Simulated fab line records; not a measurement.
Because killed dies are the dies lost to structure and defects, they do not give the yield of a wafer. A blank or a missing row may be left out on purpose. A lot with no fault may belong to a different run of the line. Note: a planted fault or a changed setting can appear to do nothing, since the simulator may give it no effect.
fab line records	flow sfq-line
record: lots: 14	wafers: 42	last-day: 92
route steps=325 shown M0@29 M4@160 JJ@196 R5@224
lots that met no fault: from a run of the same line without faults
start-h: the number of hours between the record's first day and the start of the first shown wafer of the lot	wait-h: hours elapsed since this lot's preceding step	" identical to the entry in the row above	L1.1+2: a row that stands for several wafers	- no value, or no start was given	* or withheld: withheld	< > ~ a bound
route shown NAME@n: NAME is a module with steps in the file, n the number in the route of the first one	usual: the fault-free wafers' mean and standard deviation	same: alike in all rows	chamber/n: place in a boat	sites: readings site by site	_std_site: standard deviation across them	_edge_site: outer sites' mean less inner sites'	radius-mm: for every site, how far away it sits from the centre of the wafer	mask NAME#n: copy n	behind: the last tool/chamber to shape the wafer	hold: what put the lot on hold/how long, in hours/how the hold closed	device: names the non-switching transistor (n, p or np)	end of line: tests run on the same wafers once the route is complete	step lacking rows: just its recipe	killed: at the first sort, the dies lost to defects and structure; wafer yield is something else	map: per-die view of a wafer (x killed, . not killed, _ where there is no die)
set.NAME: setting as actually run; set.NAME@STEP: the setting as run at that earlier step	model.NAME: the simulator's own value behind a step, which no gauge read
a sample of lots followed through the steps of the route, with each step as a table and each wafer as a row
services: the hour from which a tool's chamber was out of use, counted from the record's first day as start-h (under 0 if before that day), plus the number of hours and why
== steps ==
step: SFQ_TRILAYER_M0_DEP_SPUTTER_019
recipe: material: Nb	base-pressure-pa: 1.33e-06	chamber-pressure-pa: 0.1333	substrate-temp-c: 20	resputter-cathode-voltage-v: 400	target-thk-nm: 200	power-w: 2000	time-s: 133.3
usual: resputter-cathode-voltage-v: 399/3.7	throttle-valve-pct: 30.2/0.87
lot.wafer	tool	chamber	start-h	wait-h	resputter-cathode-voltage-v	throttle-valve-pct
L704.3	pvd-sputter-06	-	150.69	0.0	397	29.8
L704.5	"	-	"	"	400	29.9
L704.6	"	-	"	"	398	28.9
L705.3	pvd-sputter-06	-	156.69	0.0	400	31.0
L705.4	"	-	"	"	396	29.7
L705.5	"	-	"	"	400	29.9
L706.1	pvd-sputter-06	-	162.70	0.0	397	28.9
L706.2	"	-	"	"	401	31.0
L706.3	"	-	"	"	401	30.1
L707.1	pvd-sputter-03	-	172.29	0.0	400	31.0
L707.3	"	-	"	"	393	29.4
L707.4	"	-	"	"	396	29.7
L708.1	pvd-sputter-06	-	180.70	0.0	400	28.8
L708.4	"	-	"	"	397	31.0
L708.6	"	-	"	"	398	29.7
L710.2	pvd-sputter-06	-	207.63	0.0	393	30.0
L710.3	"	-	"	"	395	31.1
L710.6	"	-	"	"	399	31.1
L711.3	pvd-sputter-06	-	216.03	0.0	404	31.2
L711.5	"	-	"	"	398	31.1
L711.6	"	-	"	"	399	30.0
L712.2	pvd-sputter-03	-	223.36	0.0	399	31.9
L712.4	"	-	"	"	400	29.6
L712.6	"	-	"	"	405	31.0
L714.1	pvd-sputter-05	-	246.16	0.0	398	29.7
L714.2	"	-	"	"	403	30.9
L714.4	"	-	"	"	399	29.1
L718.2	pvd-sputter-03	-	263.08	0.0	399	29.5
L718.5	"	-	"	"	402	31.8
L718.6	"	-	"	"	395	31.0
L719.3	pvd-sputter-06	-	269.28	0.0	397	29.9
L719.4	"	-	"	"	394	31.3
L719.5	"	-	"	"	393	31.2
L722.2	pvd-sputter-06	-	295.61	0.0	395	31.1
L722.3	"	-	"	"	400	29.3
L722.5	"	-	"	"	402	30.0
L723.2	pvd-sputter-06	-	301.61	0.0	403	30.2
L723.4	"	-	"	"	391	29.1
L723.5	"	-	"	"	400	29.8
L727.1	pvd-sputter-03	-	340.01	0.0	397	31.0
L727.3	"	-	"	"	393	31.8
L727.5	"	-	"	"	401	29.7
step: SFQ_M0_RS_MEAS_904
recipe: thk-meas-gauge: four-point-probe	reads: Nb_of_TRILAYER_M0_DEP_SPUTTER_019
usual: M0_NB_RS: 0.891/0.0086
lot.wafer	tool	chamber	start-h	wait-h	M0_NB_RS[ohm/sq]
L704.3	film-metro-03	-	150.82	0.1	0.882
L704.5	"	-	"	"	0.881
L704.6	"	-	"	"	0.894
L705.3	film-metro-03	-	156.82	0.1	0.883
L705.4	"	-	"	"	0.881
L705.5	"	-	"	"	0.889
L706.1	film-metro-02	-	162.79	0.0	0.898
L706.2	"	-	"	"	0.899
L706.3	"	-	"	"	0.894
L707.1	film-metro-01	-	172.38	0.0	0.873
L707.3	"	-	"	"	0.870
L707.4	"	-	"	"	0.880
L708.1	film-metro-02	-	180.79	0.0	0.898
L708.4	"	-	"	"	0.895
L708.6	"	-	"	"	0.893
L710.2	film-metro-01	-	207.74	0.1	0.887
L710.3	"	-	"	"	0.892
L710.6	"	-	"	"	0.888
L711.3	film-metro-01	-	216.16	0.1	0.901
L711.5	"	-	"	"	0.904
L711.6	"	-	"	"	0.907
L712.2	film-metro-02	-	223.47	0.1	0.902
L712.4	"	-	"	"	0.895
L712.6	"	-	"	"	0.897
L714.1	film-metro-01	-	246.25	0.0	0.890
L714.2	"	-	"	"	0.893
L714.4	"	-	"	"	0.888
L718.2	film-metro-03	-	263.19	0.1	0.901
L718.5	"	-	"	"	0.899
L718.6	"	-	"	"	0.899
L719.3	film-metro-03	-	269.41	0.1	0.907
L719.4	"	-	"	"	0.894
L719.5	"	-	"	"	0.887
L722.2	film-metro-01	-	295.72	0.1	0.894
L722.3	"	-	"	"	1.129
L722.5	"	-	"	"	0.886
L723.2	film-metro-02	-	301.72	0.1	0.895
L723.4	"	-	"	"	1.157
L723.5	"	-	"	"	0.902
L727.1	film-metro-03	-	340.10	0.0	0.886
L727.3	"	-	"	"	0.885
L727.5	"	-	"	"	0.883
step: SFQ_TRILAYER_M0_ETCH_METAL_ETCH_024
recipe: target: Nb	stop-on: SiO2	mask-material: PR	chemistry: Cl2/Ar	target-depth-nm: 240	icp-w: 600	bias-w: 80	pressure-mtorr: 10	time-s: 120
usual: drypump-motor-current-A: 5.52/0.24	oes-product-au: 0.894/0.0063
lot.wafer	tool	chamber	start-h	wait-h	drypump-motor-current-A	oes-product-au	rf-hours-counter-h
L704.3	rie-metal-01	0	252.67	0.1	5.85	0.897	-
L704.5	"	0	"	"	5.83	0.902	-
L704.6	"	0	"	"	5.83	0.897	-
L705.3	rie-metal-04	0	258.70	0.1	5.18	0.897	-
L705.4	"	1	"	"	5.34	0.902	-
L705.5	"	1	"	"	5.33	0.890	-
L706.1	rie-metal-03	1	265.86	0.0	5.31	0.890	136
L706.2	"	0	"	"	5.61	0.891	96
L706.3	"	0	"	"	5.62	0.889	-
L707.1	rie-metal-04	0	275.46	0.0	5.16	0.904	183
L707.3	"	0	"	"	5.17	0.903	-
L707.4	"	1	"	"	5.35	0.904	-
L708.1	rie-metal-04	1	285.06	0.0	5.34	0.890	147
L708.4	"	0	"	"	5.18	0.894	-
L708.6	"	0	"	"	5.18	0.889	-
L710.2	rie-metal-01	0	322.38	0.0	5.83	0.895	80
L710.3	"	0	"	"	5.83	0.889	-
L710.6	"	0	"	"	5.84	0.889	-
L711.3	rie-metal-03	1	332.02	0.1	5.32	0.882	-
L711.5	"	0	"	"	5.60	0.884	-
L711.6	"	1	"	"	5.33	0.889	-
L712.2	rie-metal-01	0	343.98	0.0	5.82	0.893	84
L712.4	"	1	"	"	5.72	0.896	-
L712.6	"	1	"	"	5.75	0.892	-
L714.1	rie-metal-01	0	365.71	0.0	5.83	0.889	86
L714.2	"	1	"	"	5.73	0.898	17
L714.4	"	0	"	"	5.79	0.895	-
L718.2	rie-metal-01	1	390.91	0.0	5.71	0.901	19
L718.5	"	0	"	"	5.84	0.894	-
L718.6	"	1	"	"	5.69	0.893	-
L719.3	rie-metal-01	1	399.47	0.1	5.71	0.892	-
L719.4	"	0	"	"	5.81	0.885	-
L719.5	"	0	"	"	5.83	0.895	-
L722.2	rie-metal-03	1	428.36	0.0	5.31	0.903	152
L722.3	"	1	"	"	5.31	0.780	-
L722.5	"	0	"	"	5.59	0.899	-
L723.2	rie-metal-04	0	434.46	0.1	5.18	0.888	-
L723.4	"	0	"	"	5.18	0.776	-
L723.5	"	0	"	"	5.18	0.897	-
L727.1	rie-metal-04	1	487.69	0.0	5.34	0.897	6
L727.3	"	1	"	"	5.33	0.898	-
L727.5	"	0	"	"	5.17	0.899	-
step: SFQ_TRILAYER_M4_ETCH_METAL_ETCH_096
recipe: target: Nb	stop-on: SiO2	mask-material: PR	chemistry: Cl2/Ar	target-depth-nm: 240	icp-w: 600	bias-w: 80	pressure-mtorr: 10	time-s: 120
usual: drypump-motor-current-A: 5.44/0.23	oes-product-au: 0.893/0.0064
lot.wafer	tool	chamber	start-h	wait-h	drypump-motor-current-A	oes-product-au	rf-hours-counter-h
L704.3	rie-metal-04	1	1259.51	0.1	5.33	0.885	-
L704.5	"	1	"	"	5.35	0.890	-
L704.6	"	1	"	"	5.34	0.899	-
L705.3	rie-metal-01	0	1277.54	0.1	5.82	0.887	-
L705.4	"	1	"	"	5.72	0.894	-
L705.5	"	0	"	"	5.83	0.897	-
L706.1	rie-metal-01	0	1287.09	0.0	5.81	0.899	69
L706.2	"	1	"	"	5.70	0.891	8
L706.3	"	1	"	"	5.69	0.894	-
L707.1	rie-metal-03	1	1296.69	0.0	5.33	0.899	114
L707.3	"	0	"	"	5.59	0.886	-
L707.4	"	1	"	"	5.33	0.885	-
L708.1	rie-metal-04	1	1301.49	0.0	5.33	0.881	121
L708.4	"	0	"	"	5.17	0.882	-
L708.6	"	1	"	"	5.31	0.875	-
L710.2	rie-metal-03	0	1311.74	0.0	5.58	0.897	97
L710.3	"	0	"	"	5.55	0.893	-
L710.6	"	1	"	"	5.29	0.883	-
L711.3	rie-metal-04	1	1315.38	0.1	5.31	0.892	-
L711.5	"	1	"	"	5.33	0.904	-
L711.6	"	0	"	"	5.17	0.907	-
L712.2	rie-metal-03	1	1347.69	0.0	5.30	0.894	120
L712.4	"	0	"	"	5.61	0.891	-
L712.6	"	1	"	"	5.33	0.891	-
L714.1	rie-metal-01	1	1370.49	0.0	5.72	0.891	18
L714.2	"	0	"	"	5.80	0.897	78
L714.4	"	1	"	"	5.71	0.890	-
L718.2	rie-metal-01	1	1399.11	0.0	5.72	0.898	22
L718.5	"	0	"	"	5.84	0.903	-
L718.6	"	1	"	"	5.69	0.897	-
L719.3	rie-metal-04	0	1413.55	0.1	5.17	0.893	-
L719.4	"	1	"	"	5.34	0.889	-
L719.5	"	1	"	"	5.33	0.892	-
L722.2	rie-metal-01	0	1449.76	0.0	5.80	0.894	87
L722.3	"	0	"	"	5.81	0.888	-
L722.5	"	1	"	"	5.69	0.891	-
L723.2	rie-metal-04	0	1460.56	0.0	5.17	0.890	26
L723.4	"	1	"	"	5.32	0.896	-
L723.5	"	0	"	"	5.17	0.893	-
L727.1	rie-metal-04	0	1472.56	0.0	5.17	0.893	28
L727.3	"	0	"	"	5.17	0.892	-
L727.5	"	0	"	"	5.20	0.890	-
step: SFQ_TRILAYER_JJ_CE_STRIP_STRIP_120
recipe: gas: O2	power-w: 200	platen-temp-c: 40	overash-fraction: 0.65	chemistry: O2	pressure-mtorr: 50
usual: drypump-motor-current-A: 5.68/0.24	oes-product-au: 1.001/0.0067
lot.wafer	tool	chamber	start-h	wait-h	drypump-motor-current-A	oes-product-au	rf-hours-counter-h
L704.3	rie-metal-01	1	1536.69	0.2	5.69	0.999	-
L704.5	"	1	"	"	5.73	1.001	-
L704.6	"	0	"	"	5.82	0.998	-
L705.3	rie-metal-04	1	1548.69	0.2	5.33	1.003	-
L705.4	"	0	"	"	5.17	1.000	-
L705.5	"	0	"	"	5.18	1.007	-
L706.1	rie-metal-01	1	1560.49	0.0	5.67	1.003	42
L706.2	"	0	"	"	5.77	1.010	102
L706.3	"	0	"	"	5.81	1.000	-
L707.1	rie-metal-01	1	1561.79	0.0	5.69	1.008	43
L707.3	"	0	"	"	5.82	0.994	-
L707.4	"	1	"	"	5.71	1.009	-
L708.1	rie-metal-01	0	1563.09	0.0	5.83	1.000	104
L708.4	"	1	"	"	5.71	1.006	-
L708.6	"	0	"	"	5.84	1.002	-
L710.2	rie-metal-02	0	1565.39	0.0	6.01	1.007	123
L710.3	"	0	"	"	5.99	0.992	-
L710.6	"	0	"	"	6.02	1.004	-
L711.3	rie-metal-01	0	1567.13	0.4	5.80	1.009	-
L711.5	"	0	"	"	5.79	1.002	-
L711.6	"	0	"	"	5.82	0.997	-
L712.2	rie-metal-01	0	1568.35	0.2	5.82	0.994	-
L712.4	"	0	"	"	5.84	1.003	-
L712.6	"	0	"	"	5.82	0.997	-
L714.1	rie-metal-01	0	1570.09	0.0	5.83	0.993	107
L714.2	"	1	"	"	5.68	1.004	44
L714.4	"	0	"	"	5.85	0.993	-
L718.2	rie-metal-04	1	1574.89	0.0	5.36	1.002	22
L718.5	"	1	"	"	5.34	1.012	-
L718.6	"	0	"	"	5.17	1.006	-
L719.3	rie-metal-02	1	1645.14	0.2	5.75	1.010	-
L719.4	"	0	"	"	5.98	0.999	-
L719.5	"	0	"	"	6.01	1.004	-
L722.2	rie-metal-04	1	1686.94	0.0	5.33	0.994	35
L722.3	"	0	"	"	5.18	0.989	-
L722.5	"	1	"	"	5.32	0.998	-
L723.2	rie-metal-01	0	1694.14	0.0	5.82	0.998	123
L723.4	"	1	"	"	5.72	1.000	-
L723.5	"	0	"	"	5.82	0.999	-
L727.1	rie-metal-01	0	1716.98	0.0	5.80	1.001	126
L727.3	"	1	"	"	5.69	1.006	-
L727.5	"	1	"	"	5.70	1.008	-
step: SFQ_TRILAYER_R5_BARC_OPEN_METAL_ETCH_177
recipe: mask-material: PR	chemistry: O2	target-depth-nm: 125	target: BARC	icp-w: 600	bias-w: 80	pressure-mtorr: 10	time-s: 41.7
usual: drypump-motor-current-A: 5.52/0.23	oes-product-au: 0.685/0.0047
lot.wafer	tool	chamber	start-h	wait-h	drypump-motor-current-A	oes-product-au	rf-hours-counter-h
L704.3	rie-metal-01	0	1549.74	0.0	5.77	0.693	-
L704.5	"	0	"	"	5.81	0.688	-
L704.6	"	1	"	"	5.71	0.688	-
L705.3	rie-metal-04	1	1589.92	0.1	5.32	0.692	-
L705.4	"	1	"	"	5.35	0.685	-
L705.5	"	1	"	"	5.34	0.684	-
L706.1	rie-metal-01	1	1762.98	0.0	5.68	0.686	74
L706.2	"	1	"	"	5.72	0.687	-
L706.3	"	1	"	"	5.70	0.688	-
L707.1	rie-metal-04	0	1764.18	0.0	5.18	0.685	62
L707.3	"	1	"	"	5.35	0.677	-
L707.4	"	0	"	"	5.17	0.694	-
L708.1	rie-metal-01	0	1765.38	0.0	5.80	0.678	0
L708.4	"	1	"	"	5.72	0.686	-
L708.6	"	0	"	"	5.82	0.685	-
L710.2	rie-metal-04	1	1771.38	0.0	5.36	0.687	49
L710.3	"	0	"	"	5.16	0.688	-
L710.6	"	0	"	"	5.16	0.682	-
L711.3	rie-metal-03	1	1773.80	0.0	5.32	0.694	-
L711.5	"	1	"	"	5.33	0.680	-
L711.6	"	0	"	"	5.57	0.688	-
L712.2	rie-metal-03	1	1776.18	0.0	5.31	0.685	50
L712.4	"	0	"	"	5.55	0.693	-
L712.6	"	1	"	"	5.32	0.685	-
L714.1	rie-metal-01	1	1779.78	0.0	5.71	0.688	78
L714.2	"	0	"	"	5.82	0.688	3
L714.4	"	1	"	"	5.72	0.688	-
L718.2	rie-metal-01	0	1788.18	0.0	5.80	0.697	4
L718.5	"	0	"	"	5.78	0.670	-
L718.6	"	1	"	"	5.69	0.684	-
L719.3	rie-metal-03	1	1854.23	0.0	5.34	0.691	-
L719.4	"	0	"	"	5.58	0.683	-
L719.5	"	1	"	"	5.31	0.678	-
L722.2	rie-metal-01	1	1892.27	0.0	5.69	0.686	94
L722.3	"	1	"	"	5.71	0.696	-
L722.5	"	0	"	"	5.79	0.683	-
L723.2	rie-metal-01	0	1900.67	0.0	5.86	0.687	20
L723.4	"	0	"	"	5.82	0.686	-
L723.5	"	1	"	"	5.70	0.683	-
L727.1	rie-metal-04	0	1919.87	0.0	5.17	0.678	83
L727.3	"	0	"	"	5.18	0.685	-
L727.5	"	0	"	"	5.18	0.688	-
== services ==
tool	chamber	start-h	hours	kind
rie-metal-04	-	128.23	0.2	repair
rie-metal-04	1	162.01	14.4	repair
rie-metal-01	0	308.17	1.3	repair
rie-metal-04	-	418.60	14.6	pm
rie-metal-01	-	439.11	2.8	pm
rie-metal-01	-	495.72	0.1	repair
rie-metal-04	-	579.00	0.1	repair
rie-metal-01	0	585.60	5.9	repair
rie-metal-01	1	662.95	9.9	repair
rie-metal-01	0	679.89	1.5	repair
rie-metal-04	1	758.70	13.0	repair
rie-metal-01	0	781.02	1.5	repair
rie-metal-01	1	788.40	7.7	repair
rie-metal-01	-	883.02	14.6	pm
rie-metal-01	-	906.70	1.4	repair
rie-metal-04	-	945.19	0.2	repair
rie-metal-04	0	1058.15	8.0	repair
rie-metal-04	-	1138.42	2.8	pm
rie-metal-01	-	1455.44	1.6	repair
rie-metal-01	-	1539.04	2.8	pm
rie-metal-01	1	1563.84	4.7	repair
rie-metal-01	-	1698.26	0.3	repair
rie-metal-01	-	1767.01	1.8	repair
rie-metal-01	-	1850.55	1.1	repair
== key ==
first-sign: step: SFQ_M0_RS_MEAS_904	reading: M0_NB_RS	direction: up	sigmas: 29	usual: 0.891	struck: 1.143
effect: step: SFQ_TRILAYER_M0_ETCH_METAL_ETCH_024	reading: oes-product-au	direction: down	sigmas: 18	usual: 0.894	struck: 0.778
met-at SFQ_TRILAYER_M0_DEP_SPUTTER_019
struck-lots L722,L723
struck-wafers L722.3,L723.4
not-acting-at SFQ_TRILAYER_M4_ETCH_METAL_ETCH_096,SFQ_TRILAYER_JJ_CE_STRIP_STRIP_120,SFQ_TRILAYER_R5_BARC_OPEN_METAL_ETCH_177
onset-between 180.70 295.61
fault: kind: process-parameter-drift	tool: pvd-sputter-06	chamber: -	onset-h: 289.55	steps: SFQ_TRILAYER_M0_DEP_SPUTTER_019	channel: time-s	offset: *	shape: step	end-h: 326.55	acts-in: *	stated: *	scope: struck-wafers-only
